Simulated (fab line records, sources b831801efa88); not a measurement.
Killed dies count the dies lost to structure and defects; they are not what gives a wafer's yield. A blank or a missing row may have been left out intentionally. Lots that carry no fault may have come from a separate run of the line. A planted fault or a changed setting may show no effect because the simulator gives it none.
Which tool did it? || flow sky130 || 33 wafers from 11 lots sampled at 5 of the route's 708 steps

## WHAT THE GAUGES SHOWED, per wafer
SKY_VIA3_THK_MEAS_01. Usual: VIA3_HDPCVD_THK 1635 nm, standard deviation 18.
{"lot": "L296", "measured": "day 39 04:17", "on": "film metro-02", "VIA3_HDPCVD_THK (nm)": "1680 1623 1644", "flag": ""}
{"lot": "L299", "measured": "day 40 04:08", "on": "film metro-01", "VIA3_HDPCVD_THK (nm)": "1639 1616 1631", "flag": ""}
{"lot": "L302", "measured": "day 40 11:53", "on": "film metro-03", "VIA3_HDPCVD_THK (nm)": "1626 1630 1627", "flag": ""}
{"lot": "L301", "measured": "day 40 12:46", "on": "film metro-01", "VIA3_HDPCVD_THK (nm)": "1643 1651 1665", "flag": ""}
{"lot": "L307", "measured": "day 41 20:55", "on": "film metro-01", "VIA3_HDPCVD_THK (nm)": "1647 1636 1662", "flag": ""}
{"lot": "L309", "measured": "day 42 03:31", "on": "film metro-03", "VIA3_HDPCVD_THK (nm)": "1628 1636 1653", "flag": ""}
{"lot": "L308", "measured": "day 42 05:53", "on": "film metro-02", "VIA3_HDPCVD_THK (nm)": "1606 1646 1598", "flag": ""}
{"lot": "L314", "measured": "day 43 20:23", "on": "film metro-01", "VIA3_HDPCVD_THK (nm)": "1651 1643 1632", "flag": ""}
{"lot": "L316", "measured": "day 44 04:14", "on": "film metro-01", "VIA3_HDPCVD_THK (nm)": "1643 1644 1635", "flag": ""}
{"lot": "L317", "measured": "day 44 16:43", "on": "film metro-01", "VIA3_HDPCVD_THK (nm)": "1624 1649 1634", "flag": ""}
{"lot": "L319", "measured": "day 44 22:29", "on": "film metro-03", "VIA3_HDPCVD_THK (nm)": "1639 1632 1613", "flag": ""}

SKY_VIA3_OVL_MEAS_13. Usual: VIA3_OVL 3 nm, standard deviation 4.8.
{"lot": "L296", "measured": "day 40 04:59", "on": "overlay-02", "VIA3_OVL (nm)": "3 2 8", "flag": ""}
{"lot": "L299", "measured": "day 41 04:24", "on": "overlay-02", "VIA3_OVL (nm)": "9 -13 -3", "flag": ""}
{"lot": "L302", "measured": "day 41 12:06", "on": "overlay-02", "VIA3_OVL (nm)": "-3 8 8", "flag": ""}
{"lot": "L301", "measured": "day 41 13:14", "on": "overlay-02", "VIA3_OVL (nm)": "8 12 6", "flag": ""}
{"lot": "L307", "measured": "day 42 20:25", "on": "overlay-01", "VIA3_OVL (nm)": "2 1 -2", "flag": ""}
{"lot": "L309", "measured": "day 43 03:19", "on": "overlay-02", "VIA3_OVL (nm)": "4 5 3", "flag": ""}
{"lot": "L308", "measured": "day 43 05:25", "on": "overlay-02", "VIA3_OVL (nm)": "6 13 4", "flag": ""}
{"lot": "L314", "measured": "day 44 19:22", "on": "overlay-01", "VIA3_OVL (nm)": "9 3 7", "flag": ""}
{"lot": "L316", "measured": "day 45 02:30", "on": "overlay-02", "VIA3_OVL (nm)": "-9 0 -4", "flag": ""}
{"lot": "L317", "measured": "day 45 14:27", "on": "overlay-01", "VIA3_OVL (nm)": "5 2 0", "flag": ""}
{"lot": "L319", "measured": "day 45 20:43", "on": "overlay-01", "VIA3_OVL (nm)": "5 5 2", "flag": ""}

SKY_CAP2M_THK_MEAS_01. Usual: CAP2M_CVD_00_THK 15.55 nm, standard deviation 0.27.
{"lot": "L296", "measured": "day 40 06:34", "on": "film metro-01", "CAP2M_CVD_00_THK (nm)": "15.32 15.03 15.57", "flag": ""}
{"lot": "L299", "measured": "day 41 05:59", "on": "film metro-03", "CAP2M_CVD_00_THK (nm)": "15.26 15.14 15.51", "flag": ""}
{"lot": "L302", "measured": "day 41 13:40", "on": "film metro-03", "CAP2M_CVD_00_THK (nm)": "15.60 15.60 15.92", "flag": ""}
{"lot": "L301", "measured": "day 41 14:48", "on": "film metro-01", "CAP2M_CVD_00_THK (nm)": "15.44 14.98 15.92", "flag": ""}
{"lot": "L307", "measured": "day 42 22:08", "on": "film metro-01", "CAP2M_CVD_00_THK (nm)": "15.45 14.54 15.58", "flag": ""}
{"lot": "L309", "measured": "day 43 04:55", "on": "film metro-04", "CAP2M_CVD_00_THK (nm)": "14.32 15.59 15.78", "flag": ""}
{"lot": "L308", "measured": "day 43 07:08", "on": "film metro-03", "CAP2M_CVD_00_THK (nm)": "14.74 15.39 14.41", "flag": ""}
{"lot": "L314", "measured": "day 44 20:56", "on": "film metro-04", "CAP2M_CVD_00_THK (nm)": "15.53 15.42 15.78", "flag": ""}
{"lot": "L316", "measured": "day 45 04:05", "on": "film metro-01", "CAP2M_CVD_00_THK (nm)": "15.53 16.08 15.76", "flag": ""}
{"lot": "L317", "measured": "day 45 16:01", "on": "film metro-04", "CAP2M_CVD_00_THK (nm)": "15.34 16.07 16.01", "flag": ""}
{"lot": "L319", "measured": "day 45 22:17", "on": "film metro-03", "CAP2M_CVD_00_THK (nm)": "15.63 15.75 15.97", "flag": ""}

## WHICH TOOL RAN EACH LOT (tool, then ch and the chambers of the sampled wafers, then the start)
{"lot": "L296", "SKY_METAL4_SPUTTER_04": "pvd sputter-02, day 40 06:29", "SKY_CAP2M_CVD_00": "pecvd-04 ch 0,1, day 40 06:32"}
{"lot": "L299", "SKY_METAL4_SPUTTER_04": "pvd sputter-03, day 41 05:53", "SKY_CAP2M_CVD_00": "pecvd-02 ch 1,2, day 41 05:56"}
{"lot": "L302", "SKY_METAL4_SPUTTER_04": "pvd sputter-03, day 41 13:35", "SKY_CAP2M_CVD_00": "pecvd-04 ch 0,1, day 41 13:38"}
{"lot": "L301", "SKY_METAL4_SPUTTER_04": "pvd sputter-03, day 41 14:43", "SKY_CAP2M_CVD_00": "pecvd-01 ch 0,2, day 41 14:46"}
{"lot": "L307", "SKY_METAL4_SPUTTER_04": "pvd sputter-04, day 42 22:04", "SKY_CAP2M_CVD_00": "pecvd-04 ch 0,2, day 42 22:07"}
{"lot": "L309", "SKY_METAL4_SPUTTER_04": "pvd sputter-02, day 43 04:50", "SKY_CAP2M_CVD_00": "pecvd-04 ch 0,2, day 43 04:53"}
{"lot": "L308", "SKY_METAL4_SPUTTER_04": "pvd sputter-04, day 43 07:02", "SKY_CAP2M_CVD_00": "pecvd-04 ch 0,2, day 43 07:05"}
{"lot": "L314", "SKY_METAL4_SPUTTER_04": "pvd sputter-02, day 44 20:52", "SKY_CAP2M_CVD_00": "pecvd-02 ch 0,1,2, day 44 20:55"}
{"lot": "L316", "SKY_METAL4_SPUTTER_04": "pvd sputter-02, day 45 04:01", "SKY_CAP2M_CVD_00": "pecvd-02 ch 0,1,2, day 45 04:04"}
{"lot": "L317", "SKY_METAL4_SPUTTER_04": "pvd sputter-04, day 45 15:57", "SKY_CAP2M_CVD_00": "pecvd-02 ch 0,1,2, day 45 15:59"}
{"lot": "L319", "SKY_METAL4_SPUTTER_04": "pvd sputter-04, day 45 22:13", "SKY_CAP2M_CVD_00": "pecvd-01 ch 0,2, day 45 22:16"}
- SKY_METAL4_SPUTTER_04: material TiN, target thk 70 nm, time 58.3 s.
- SKY_CAP2M_CVD_00: deposits SiO2, target thk 15.5 nm.

## AS READ BY THE TOOLS THEMSELVES (means over the sampled wafers that have a number; for cases with no such wafer, the mark the record gives instead)
SKY_METAL4_SPUTTER_04. Usual: throttle valve pct 29.5 %, standard deviation 1.1.
{"lot": "L296", "tool": "pvd sputter-02", "throttle valve pct (%)": 30.0, "flag": ""}
{"lot": "L299", "tool": "pvd sputter-03", "throttle valve pct (%)": 29.5, "flag": ""}
{"lot": "L302", "tool": "pvd sputter-03", "throttle valve pct (%)": 28.8, "flag": ""}
{"lot": "L301", "tool": "pvd sputter-03", "throttle valve pct (%)": 29.6, "flag": ""}
{"lot": "L307", "tool": "pvd sputter-04", "throttle valve pct (%)": 29.5, "flag": ""}
{"lot": "L309", "tool": "pvd sputter-02", "throttle valve pct (%)": 30.0, "flag": ""}
{"lot": "L308", "tool": "pvd sputter-04", "throttle valve pct (%)": 29.7, "flag": ""}
{"lot": "L314", "tool": "pvd sputter-02", "throttle valve pct (%)": 30.0, "flag": ""}
{"lot": "L316", "tool": "pvd sputter-02", "throttle valve pct (%)": 30.1, "flag": ""}
{"lot": "L317", "tool": "pvd sputter-04", "throttle valve pct (%)": 29.1, "flag": ""}
{"lot": "L319", "tool": "pvd sputter-04", "throttle valve pct (%)": 30.1, "flag": ""}

SKY_CAP2M_CVD_00. Usual: heater power w 683 W, standard deviation 69; rf fwd power W 440.2 W, standard deviation 1.8.
{"lot": "L296", "tool": "pecvd-04", "heater power w (W)": 717, "rf fwd power W (W)": 438.9, "flag": ""}
{"lot": "L299", "tool": "pecvd-02", "heater power w (W)": 697, "rf fwd power W (W)": 440.6, "flag": ""}
{"lot": "L302", "tool": "pecvd-04", "heater power w (W)": 704, "rf fwd power W (W)": 439.7, "flag": ""}
{"lot": "L301", "tool": "pecvd-01", "heater power w (W)": 602, "rf fwd power W (W)": 443.7, "flag": ""}
{"lot": "L307", "tool": "pecvd-04", "heater power w (W)": 618, "rf fwd power W (W)": 414.8, "flag": "OFF"}
{"lot": "L309", "tool": "pecvd-04", "heater power w (W)": 693, "rf fwd power W (W)": 414.0, "flag": "OFF"}
{"lot": "L308", "tool": "pecvd-04", "heater power w (W)": 654, "rf fwd power W (W)": 390.9, "flag": "OFF"}
{"lot": "L314", "tool": "pecvd-02", "heater power w (W)": 688, "rf fwd power W (W)": 441.0, "flag": ""}
{"lot": "L316", "tool": "pecvd-02", "heater power w (W)": 718, "rf fwd power W (W)": 439.0, "flag": ""}
{"lot": "L317", "tool": "pecvd-02", "heater power w (W)": 737, "rf fwd power W (W)": 440.9, "flag": ""}
{"lot": "L319", "tool": "pecvd-01", "heater power w (W)": 672, "rf fwd power W (W)": 443.1, "flag": ""}

## THE ANSWER, worked out from the rows above alone
Rule: a lot counts as off when the mean over its wafers that have a number is more than 3 standard deviations away from the usual mean. A lot without any number at a reading at which 4 lots or more have one is off too. Where the step has rows for the other lots, those lots are counted as sound. Order of review: gauges by route order, followed by the tools' own readings, for which a lot's mean as printed above is used. At the first step where some lot is off, the reading lying furthest off is the one used; lots without a number count as furthest.
Off: L307, L309, L308 (SKY_CAP2M_CVD_00, rf fwd power W).
A tool fits if, at that step or a process step before it, it ran every lot that is off, and no sound lot after the first of them. One fits: pecvd-04 at SKY_CAP2M_CVD_00. A fault onset in the window from L302 (day 41 13:38, its last sound lot) to L307 (day 42 22:07, its first lot off) fits.
On the lots that are off, the tool's own readings at SKY_CAP2M_CVD_00 differ by more than 5 times the standard deviation of the sound lots' means, which bears it out; rf fwd power W reads 406.6 W there versus 440.9 W on the sound lots.

## WHAT THE SIMULATOR PUT IN
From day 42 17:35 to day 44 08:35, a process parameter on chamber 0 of pecvd-04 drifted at SKY_CAP2M_CVD_00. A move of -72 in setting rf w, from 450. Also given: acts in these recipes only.
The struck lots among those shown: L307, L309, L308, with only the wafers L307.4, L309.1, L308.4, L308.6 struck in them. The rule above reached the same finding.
